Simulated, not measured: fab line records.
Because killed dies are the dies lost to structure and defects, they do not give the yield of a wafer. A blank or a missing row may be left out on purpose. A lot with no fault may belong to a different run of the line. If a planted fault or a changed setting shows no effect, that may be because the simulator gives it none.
A lot that was struck, set against a sound lot :: flow sky130 :: 14 steps out of a route of 708
Sound: the wafers L171.2, L171.3, L171.5. Wafers L177.3, L177.5, L177.6 were the ones struck. At the end, the cause is stated.
For every step that has rows: the tool of each side, followed by ch and its chambers, followed by its first start. Under that, the readings that differ: sound wafers :: struck wafers :: difference of the means :: sigmas: that difference in standard deviations of wafers without a fault.
alike: a reading whose means differ by less than 2 such deviations, as well as words and numbers matching on both sides. not compared: withheld readings; readings where some wafer has no value; bounds like >300 that might hide an equal value; numbers whose values overlap and for which the record gives no deviation.
A row with sigmas, a row that says differs or no value, or rows on one side alone: a step with any of these is where the two part. Non-overlapping numbers with no deviation appear without sigmas and do not part them. A reading that every wafer of one side lacks parts them only if that side has two wafers or more.

first, 1 step without rows for these wafers: SKY_VIA4_DEVELOP_10 (develop time 60 s).
SKY_VIA4_OVL_MEAS_11:
  struck on overlay-01, day 44 08:38; sound on overlay-01, day 42 16:56
  alike: VIA4_OVL
SKY_VIA4_ETCH_12: etches SiO2 in C4F8/O2/Ar, stops on TiN, target depth 580 nm.
  sound on rie diel-03 ch 1,2,3, day 42 16:58; struck on rie diel-02 ch 2,3, day 44 08:40
  alike: oes product au
then, 4 steps without rows for these wafers: SKY_VIA4_STRIP_13 (strips in O2/N2); SKY_VIA4_STRIP_14 (strips in post etch residue remover, time 1200 s); SKY_VIA4_CLEAN_15 (cleans in IPA, time 180 s); SKY_VIA4_CLEAN_16 (cleans in O3/DIW).
SKY_VIA4_SPUTTER_17: material TiN, target thk 20 nm, time 80 s.
  struck on pvd sputter-02, day 44 09:20; sound on pvd sputter-02, day 42 17:38
  alike: cathode dc power W, chamber pressure pa, throttle valve pct
SKY_VIA4_CVD_18: deposits W, target thk 505 nm, time 152.14 s.
  sound on cvd w-01 ch 0,1, day 42 17:41; struck on cvd w-02 ch 0,1, day 44 09:27
  alike: heater power w
SKY_VIA4_RS_MEAS_19: measures by four-point-probe.
  struck on film metro-01, day 44 09:35; sound on film metro-01, day 42 17:52
  alike: VIA4_W_RS
SKY_VIA4_THK_MEAS_20: measures by xrf.
  struck on film metro-01, day 44 09:41; sound on film metro-01, day 42 17:58
  alike: VIA4_W_THK
SKY_VIA4_CMP_21: polishes, stops on SiO2, t overpolish 25 s, target thk 0 nm.
  sound on cmp-01 ch 2,3, day 42 18:01; struck on cmp-02 ch 1,2,3, day 44 09:53
  alike: motor current A, overpolish run s, time to endpoint s
SKY_METAL5_SPUTTER_00: material Ti, target thk 15 nm, time 10 s.
  struck on pvd sputter-03, day 44 10:02; sound on pvd sputter-01, day 42 18:19
  no value came back on the struck wafers for cathode dc power W (W), chamber pressure pa (Pa), throttle valve pct (%); on the sound wafers cathode dc power W (W) reads 2999.8 3000.1 2999.8
SKY_METAL5_SPUTTER_01: material TiN, target thk 20 nm, time 16.7 s.
  struck on pvd sputter-03, day 44 10:04; sound on pvd sputter-01, day 42 18:20
  alike: cathode dc power W, chamber pressure pa, throttle valve pct

== WHERE THEY PART ==
Only at SKY_METAL5_SPUTTER_00, within this record. Later steps at which nothing parts them and some readings are alike: SKY_METAL5_SPUTTER_01.

WHY: what had been put in by the simulator
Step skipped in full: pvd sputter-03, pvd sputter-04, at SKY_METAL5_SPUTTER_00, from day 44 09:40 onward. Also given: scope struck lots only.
